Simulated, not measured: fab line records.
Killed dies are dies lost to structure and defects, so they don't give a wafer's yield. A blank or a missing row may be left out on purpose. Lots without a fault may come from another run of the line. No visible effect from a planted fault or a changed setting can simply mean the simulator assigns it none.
fab line records	flow sky130
record: lots: 14	wafers: 42	last_day: 50
route steps=708 shown POLY_GATE@227 LDD_N@254 SPACER@305 PAD_OPEN@708
lots that met no fault: taken from a fault-free run of the same line
start_h: start of the lot's first displayed wafer, in hours after the record's first day	wait_h: hours from the lot's prior step to this one	" same as the row above	L1.1+2: one row covering several wafers at once	- no value present, or no start provided	* or withheld: withheld	< > ~ a bound
route shown NAME@n: a module of which the file shows steps, and the number in the route of the first	usual: the fault-free wafers' mean and standard deviation	same: alike in all rows	chamber/n: place in a boat	sites: each site's reading	_std_site: their standard deviation	_edge_site: outer sites' mean less inner sites'	radius_mm: how far each site lies from the wafer's centre	mask NAME#n: copy n	behind: the tool/chamber that last shaped the wafer	hold: what put the lot on hold/how long, in hours/how the hold closed	device: transistor that didn't switch, given as n, p or np	end of line: the tests these same wafers got at the end of their route	for a step that has no rows: nothing shown but its recipe	killed: at the first sort, the dies lost to defects and structure; wafer yield is something else	map: per-die view of a wafer (x killed, . not killed, _ where there is no die)
set.NAME: the setting that was run; set.NAME@STEP: the one run at that earlier step	model.NAME: the simulator's own value behind a step, which no gauge read
steps of the route over a sample of lots; a table a step, a row a wafer
services: from which hour (start_h, from the record's first day; less than 0 if before it) a tool's chamber was out of use, for how many hours, and why
== steps ==
step: SKY_POLY_GATE_CD_MEAS_13
recipe: target_cd_nm: 150
usual: cd_nm: 149.8/1.5
lot.wafer	tool	chamber	start_h	wait_h	cd_nm
L371.4	cd_sem-01	-	438.56	-	150.4
L371.5	"	-	"	"	148.6
L371.6	"	-	"	"	150.4
L373.4	cd_sem-01	-	442.11	-	148.2
L373.5	"	-	"	"	147.4
L373.6	"	-	"	"	148.3
L376.1	cd_sem-02	-	473.40	-	149.9
L376.2	"	-	"	"	149.9
L376.4	"	-	"	"	149.5
L377.1	cd_sem-02	-	477.44	-	149.5
L377.3	"	-	"	"	152.1
L377.5	"	-	"	"	150.4
L378.1	cd_sem-01	-	486.24	-	150.5
L378.3	"	-	"	"	151.1
L378.5	"	-	"	"	149.7
L379.3	cd_sem-02	-	494.99	-	152.1
L379.4	"	-	"	"	152.3
L379.6	"	-	"	"	151.6
L380.2	cd_sem-02	-	501.37	-	148.2
L380.3	"	-	"	"	148.8
L380.6	"	-	"	"	146.9
L381.1	cd_sem-01	-	512.55	-	147.4
L381.2	"	-	"	"	146.7
L381.3	"	-	"	"	148.9
L382.1	cd_sem-01	-	521.15	-	150.0
L382.2	"	-	"	"	150.6
L382.6	"	-	"	"	149.9
L383.1	cd_sem-02	-	531.30	-	149.6
L383.3	"	-	"	"	148.8
L383.4	"	-	"	"	149.3
L384.1	cd_sem-01	-	539.64	-	147.9
L384.4	"	-	"	"	147.7
L384.6	"	-	"	"	148.0
L385.1	cd_sem-02	-	546.70	-	151.1
L385.2	"	-	"	"	150.5
L385.4	"	-	"	"	150.0
L386.2	cd_sem-01	-	559.82	-	149.7
L386.3	"	-	"	"	149.5
L386.4	"	-	"	"	148.5
L388.1	cd_sem-01	-	570.45	-	150.6
L388.3	"	-	"	"	151.7
L388.4	"	-	"	"	150.9
step: SKY_POLY_GATE_ETCH_16
recipe: stop_on: poly-Si	chemistry: CH3F/O2	target: Si3N4	source_w: 400	bias_w: 80	pressure_mtorr: 25	ch3f_flow_sccm: 40	O2_flow_sccm: 30	time_s: 147.5	target_depth_a: 750
usual: drypump_motor_current_A: 5.9/0.4	oes_product_au: 0.640/0.0055	throttle_valve_pct: 10.536/0.0093
lot.wafer	tool	chamber	start_h	wait_h	drypump_motor_current_A	oes_product_au	rf_hours_counter_h	throttle_valve_pct
L371.4	rie_diel-04	1	438.74	0.0	5.4	0.648	9	10.551
L371.5	"	2	"	"	6.2	0.643	-	10.539
L371.6	"	1	"	"	5.4	0.648	-	10.519
L373.4	rie_diel-01	1	442.29	0.0	6.1	0.630	15	10.552
L373.5	"	1	"	"	6.1	0.638	-	10.517
L373.6	"	2	"	"	5.7	0.635	-	10.529
L376.1	rie_diel-04	3	473.64	0.0	6.1	0.651	46	10.551
L376.2	"	0	"	"	5.5	0.645	54	10.535
L376.4	"	2	"	"	6.2	0.646	45	10.526
L377.1	rie_diel-03	0	477.68	0.0	6.1	0.633	6	10.543
L377.3	"	3	"	"	6.3	0.634	2	10.528
L377.5	"	3	"	"	6.3	0.643	-	10.527
L378.1	rie_diel-01	3	486.48	0.0	5.1	0.629	3	10.536
L378.3	"	1	"	"	6.0	0.639	16	10.532
L378.5	"	1	"	"	6.1	0.645	-	10.514
L379.3	rie_diel-01	1	495.19	0.0	6.0	0.646	16	10.539
L379.4	"	2	"	"	5.7	0.631	10	10.538
L379.6	"	3	"	"	5.1	0.643	-	10.538
L380.2	rie_diel-01	1	501.59	0.0	6.1	0.641	16	10.532
L380.3	"	2	"	"	5.7	0.638	10	10.534
L380.6	"	1	"	"	6.0	0.642	-	10.530
L381.1	rie_diel-01	2	512.78	0.0	5.7	0.641	10	10.530
L381.2	"	3	"	"	5.1	0.634	4	10.539
L381.3	"	1	"	"	6.0	0.638	17	10.506
L382.1	rie_diel-04	1	521.39	0.0	5.4	0.645	11	10.545
L382.2	"	2	"	"	6.2	0.640	45	10.534
L382.6	"	0	"	"	5.5	0.639	-	10.539
L383.1	rie_diel-01	3	531.54	0.0	5.1	0.635	4	10.527
L383.3	"	2	"	"	5.7	0.641	10	10.522
L383.4	"	1	"	"	6.1	0.642	17	10.524
L384.1	rie_diel-01	2	539.88	0.0	5.7	0.642	11	10.552
L384.4	"	0	"	"	6.2	0.637	58	10.536
L384.6	"	0	"	"	6.2	0.638	-	10.526
L385.1	rie_diel-03	3	546.94	0.0	6.3	0.635	3	10.533
L385.2	"	2	"	"	6.5	0.635	49	10.541
L385.4	"	1	"	"	5.9	0.635	15	10.531
L386.2	rie_diel-04	3	560.04	0.0	6.1	0.640	47	10.543
L386.3	"	0	"	"	5.5	0.643	56	10.529
L386.4	"	2	"	"	6.2	0.647	46	10.532
L388.1	rie_diel-01	0	570.69	0.0	6.2	0.654	58	10.544
L388.3	"	3	"	"	5.1	0.642	5	10.517
L388.4	"	2	"	"	5.7	0.639	11	10.535
step: SKY_LDD_N_TW_MEAS_17
usual: LDD_N_TW: 2562/19
lot.wafer	tool	chamber	start_h	wait_h	LDD_N_TW
L371.4	film_metro-01	-	471.56	0.1	2574
L371.5	"	-	"	"	2559
L371.6	"	-	"	"	2577
L373.4	film_metro-04	-	476.01	0.1	2524
L373.5	"	-	"	"	2530
L373.6	"	-	"	"	2533
L376.1	film_metro-03	-	508.23	0.1	2554
L376.2	"	-	"	"	2561
L376.4	"	-	"	"	2558
L377.1	film_metro-04	-	511.48	0.1	2537
L377.3	"	-	"	"	2546
L377.5	"	-	"	"	2528
L378.1	film_metro-03	-	520.33	0.1	2553
L378.3	"	-	"	"	2562
L378.5	"	-	"	"	2550
L379.3	film_metro-03	-	528.95	0.1	2588
L379.4	"	-	"	"	2581
L379.6	"	-	"	"	2584
L380.2	film_metro-03	-	535.59	0.1	2573
L380.3	"	-	"	"	2587
L380.6	"	-	"	"	2584
L381.1	film_metro-04	-	546.28	0.1	2551
L381.2	"	-	"	"	2536
L381.3	"	-	"	"	2544
L382.1	film_metro-03	-	555.23	0.1	2585
L382.2	"	-	"	"	2576
L382.6	"	-	"	"	2580
L383.1	film_metro-04	-	564.13	0.1	2544
L383.3	"	-	"	"	2541
L383.4	"	-	"	"	2546
L384.1	film_metro-04	-	572.53	0.1	2559
L384.4	"	-	"	"	2551
L384.6	"	-	"	"	2553
L385.1	film_metro-03	-	579.03	0.1	2579
L385.2	"	-	"	"	2570
L385.4	"	-	"	"	2578
L386.2	film_metro-04	-	592.29	0.1	2544
L386.3	"	-	"	"	2542
L386.4	"	-	"	"	2554
L388.1	film_metro-01	-	601.93	0.1	2586
L388.3	"	-	"	"	2574
L388.4	"	-	"	"	2576
step: SKY_SPACER_THK_MEAS_01
recipe: reads: Si3N4_of_SPACER_CVD_00
usual: SPACER_CVD_00_THK: 42.9/0.41
lot.wafer	tool	chamber	start_h	wait_h	SPACER_CVD_00_THK[nm]
L371.4	film_metro-03	-	594.18	0.0	45.6
L371.5	"	-	"	"	45.1
L371.6	"	-	"	"	45.4
L373.4	film_metro-03	-	597.62	0.0	45.7
L373.5	"	-	"	"	45.6
L373.6	"	-	"	"	45.6
L376.1	film_metro-02	-	628.82	0.0	42.2
L376.2	"	-	"	"	42.6
L376.4	"	-	"	"	42.1
L377.1	film_metro-02	-	632.20	0.0	42.4
L377.3	"	-	"	"	42.6
L377.5	"	-	"	"	42.8
L378.1	film_metro-01	-	639.54	0.0	42.5
L378.3	"	-	"	"	42.6
L378.5	"	-	"	"	42.6
L379.3	film_metro-02	-	647.68	0.0	42.4
L379.4	"	-	"	"	42.6
L379.6	"	-	"	"	42.8
L380.2	film_metro-02	-	653.49	0.0	42.5
L380.3	"	-	"	"	42.6
L380.6	"	-	"	"	42.8
L381.1	film_metro-02	-	663.51	0.0	42.5
L381.2	"	-	"	"	42.9
L381.3	"	-	"	"	42.4
L382.1	film_metro-01	-	673.41	0.0	43.1
L382.2	"	-	"	"	42.9
L382.6	"	-	"	"	43.2
L383.1	film_metro-02	-	680.49	0.0	42.5
L383.3	"	-	"	"	42.5
L383.4	"	-	"	"	42.6
L384.1	film_metro-01	-	688.05	0.0	42.9
L384.4	"	-	"	"	43.4
L384.6	"	-	"	"	43.2
L385.1	film_metro-02	-	695.38	0.0	42.9
L385.2	"	-	"	"	42.9
L385.4	"	-	"	"	42.7
L386.2	film_metro-02	-	708.71	0.0	42.4
L386.3	"	-	"	"	42.4
L386.4	"	-	"	"	42.6
L388.1	film_metro-02	-	716.60	0.0	43.7
L388.3	"	-	"	"	43.6
L388.4	"	-	"	"	43.6
step: SKY_PAD_OPEN_PROBE_99
usual: killed_at_M0_to_M3: 44/6.7	killed_at_M4_up: 3.1/1.8	killed_at_contacts: 24/5.1	killed_at_front_end: 16/4.7	killed_at_other: 0.3/0.59	killed_dies: 88/9.6	killed_open: 48/7.3	killed_short: 39/6.5
same: gross_dies: 492	killed_at_back_side: 0
lot.wafer	tool	chamber	start_h	wait_h	killed_at_M0_to_M3	killed_at_M4_up	killed_at_contacts	killed_at_front_end	killed_at_other	killed_dies	killed_open	killed_short
L373.4	prober-02	-	1129.07	0.2	38	1	23	17	1	80	47	33
L373.5	prober-02	-	1129.12	0.2	54	5	18	15	0	92	55	37
L373.6	prober-02	-	1129.17	0.2	49	1	26	10	0	86	46	40
L377.1	prober-02	-	1148.16	0.1	41	0	25	24	0	90	45	45
L377.3	prober-02	-	1148.26	0.2	47	8	26	14	0	95	53	42
L377.5	prober-02	-	1148.36	0.2	51	3	21	23	0	98	55	43
L378.1	prober-01	-	1154.91	0.1	43	4	30	17	0	94	52	42
L378.3	prober-01	-	1155.01	0.2	36	0	15	17	0	68	34	34
L378.5	prober-01	-	1155.11	0.2	57	3	24	16	0	100	50	50
L381.1	prober-02	-	1164.52	0.1	30	2	31	18	0	81	42	39
L381.2	prober-02	-	1164.57	0.1	31	6	23	17	2	79	34	43
L381.3	prober-02	-	1164.62	0.2	37	1	27	17	1	83	44	38
L382.1	prober-01	-	1176.23	0.1	55	3	29	14	0	101	52	48
L382.2	prober-01	-	1176.28	0.1	49	3	26	17	1	96	53	43
L382.6	prober-01	-	1176.48	0.2	59	0	26	16	0	101	59	42
killed by level:class
L373.4 CONTACT:geometric_particle:open=9 VIA1:geometric_particle:open=9 FIELD_ISO:geometric_particle:open=6 CONTACT:geometric_particle:short=6 VIA2:geometric_particle:open=6 VIA3:geometric_particle:open=5 POLY_GATE:geometric_particle:open=4 LI_CONTACT:geometric_particle:open=4
L373.5 VIA1:geometric_particle:open=14 VIA3:geometric_particle:open=10 LI_CONTACT:geometric_particle:open=9 POLY_GATE:geometric_particle:open=5 VIA2:geometric_particle:short=5 FIELD_ISO:geometric_particle:short=4 VIA1:geometric_particle:short=4 POLY_GATE:geometric_particle:short=4
L373.6 VIA1:geometric_particle:open=10 LI_CONTACT:geometric_particle:open=8 VIA2:geometric_particle:open=8 FIELD_ISO:geometric_particle:short=7 VIA3:geometric_particle:open=7 CONTACT:geometric_particle:open=7 VIA1:geometric_particle:short=5 VIA3:geometric_particle:short=5
L377.1 CONTACT:geometric_particle:open=10 FIELD_ISO:geometric_particle:short=7 POLY_GATE:geometric_particle:short=7 CONTACT:geometric_particle:short=6 VIA1:geometric_particle:open=6 METAL2:geometric_particle:short=6 VIA2:geometric_particle:open=5 VIA3:geometric_particle:open=5
L377.3 VIA1:geometric_particle:open=16 CONTACT:geometric_particle:open=11 LOCAL_INTERCONNECT:geometric_particle:short=6 METAL4:geometric_particle:short=6 VIA2:geometric_particle:open=5 VIA3:geometric_particle:open=5 FIELD_ISO:geometric_particle:open=4 LI_CONTACT:geometric_particle:open=4
L377.5 VIA1:geometric_particle:open=10 VIA2:geometric_particle:open=9 LI_CONTACT:geometric_particle:open=7 VIA3:geometric_particle:open=7 FIELD_ISO:geometric_particle:short=6 CONTACT:geometric_particle:open=6 POLY_GATE:geometric_particle:open=5 CONTACT:geometric_particle:short=5
L378.1 VIA1:geometric_particle:open=11 LI_CONTACT:geometric_particle:open=9 VIA2:geometric_particle:open=9 CONTACT:geometric_particle:open=8 CONTACT:geometric_particle:short=7 FIELD_ISO:geometric_particle:open=6 METAL2:geometric_particle:short=5 POLY_GATE:geometric_particle:short=5
L378.3 METAL2:geometric_particle:short=11 CONTACT:geometric_particle:open=8 VIA1:geometric_particle:open=7 FIELD_ISO:geometric_particle:open=6 FIELD_ISO:geometric_particle:short=5 VIA3:geometric_particle:open=5 VIA2:geometric_particle:open=4 POLY_GATE:geometric_particle:short=3
L378.5 CONTACT:geometric_particle:open=12 VIA1:geometric_particle:open=11 METAL1:geometric_particle:short=10 VIA3:geometric_particle:open=7 FIELD_ISO:geometric_particle:short=6 VIA2:geometric_particle:open=6 LI_CONTACT:geometric_particle:short=5 VIA2:geometric_particle:short=5
L381.1 CONTACT:geometric_particle:open=11 FIELD_ISO:geometric_particle:short=8 VIA3:geometric_particle:open=7 LI_CONTACT:geometric_particle:open=6 CONTACT:geometric_particle:short=5 VIA1:geometric_particle:open=5 METAL2:geometric_particle:short=5 LOCAL_INTERCONNECT:geometric_particle:short=4
L381.2 CONTACT:geometric_particle:open=8 LOCAL_INTERCONNECT:geometric_particle:short=7 FIELD_ISO:geometric_particle:short=6 VIA1:geometric_particle:open=6 METAL4:geometric_particle:short=6 VIA2:geometric_particle:open=5 VIA1:geometric_particle:short=5 CONTACT:geometric_particle:short=4
L381.3 CONTACT:geometric_particle:open=10 METAL2:geometric_particle:short=7 LOCAL_INTERCONNECT:geometric_particle:short=6 VIA1:geometric_particle:open=6 VIA3:geometric_particle:open=5 VIA3:geometric_particle:short=5 FIELD_ISO:geometric_particle:open=4 FIELD_ISO:geometric_particle:short=4
L382.1 VIA1:geometric_particle:open=14 CONTACT:geometric_particle:open=13 VIA3:geometric_particle:open=9 METAL1:geometric_particle:short=9 METAL2:geometric_particle:short=8 LI_CONTACT:geometric_particle:open=5 VIA1:geometric_particle:short=5 POLY_GATE:geometric_particle:short=4
L382.2 VIA1:geometric_particle:open=12 CONTACT:geometric_particle:open=11 METAL1:geometric_particle:short=8 FIELD_ISO:geometric_particle:open=7 VIA2:geometric_particle:open=7 METAL2:geometric_particle:short=7 LI_CONTACT:geometric_particle:open=6 VIA1:geometric_particle:short=4
L382.6 VIA1:geometric_particle:open=21 CONTACT:geometric_particle:open=9 POLY_GATE:geometric_particle:open=7 CONTACT:geometric_particle:short=6 POLY_GATE:geometric_particle:short=5 LI_CONTACT:geometric_particle:open=5 VIA2:geometric_particle:open=5 LOCAL_INTERCONNECT:geometric_particle:short=5
== services ==
tool	chamber	start_h	hours	kind
rie_diel-03	2	469.46	8.2	repair
rie_diel-04	-	486.67	0.3	repair
rie_diel-04	3	491.79	17.2	repair
rie_diel-04	3	517.77	8.4	repair
rie_diel-01	0	519.07	9.4	repair
rie_diel-03	1	521.07	3.7	repair
rie_diel-03	3	522.74	6.1	repair
rie_diel-03	3	530.39	9.9	repair
rie_diel-03	1	564.81	4.0	repair
== key ==
first_sign: step: SKY_SPACER_THK_MEAS_01	reading: SPACER_CVD_00_THK	direction: up	sigmas: 6.4	usual: 42.9	struck: 45.5
effect none on later readings
met_at SKY_SPACER_THK_MEAS_01
struck_lots L371,L373
rows_end L371.4,L371.5,L371.6
tester_left_out L373
not_acting_at SKY_POLY_GATE_CD_MEAS_13,SKY_POLY_GATE_ETCH_16,SKY_LDD_N_TW_MEAS_17
fault: kind: metrology_matching_offset	tool: film_metro-03	chamber: -	onset_h: 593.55	steps: SKY_SPACER_THK_MEAS_01	param: thk_nm	offset: 2.4525
tester_left_out: of these lots the tester's yield and bins aren't shown, on N5 and GAA mostly nor the transistor test; their killed dies are dies lost to structure and defects alone, not to doping, threshold or leakage, so they don't give the yield
rows_end: these wafers met a further fault down the route, and their rows from its step on are left out
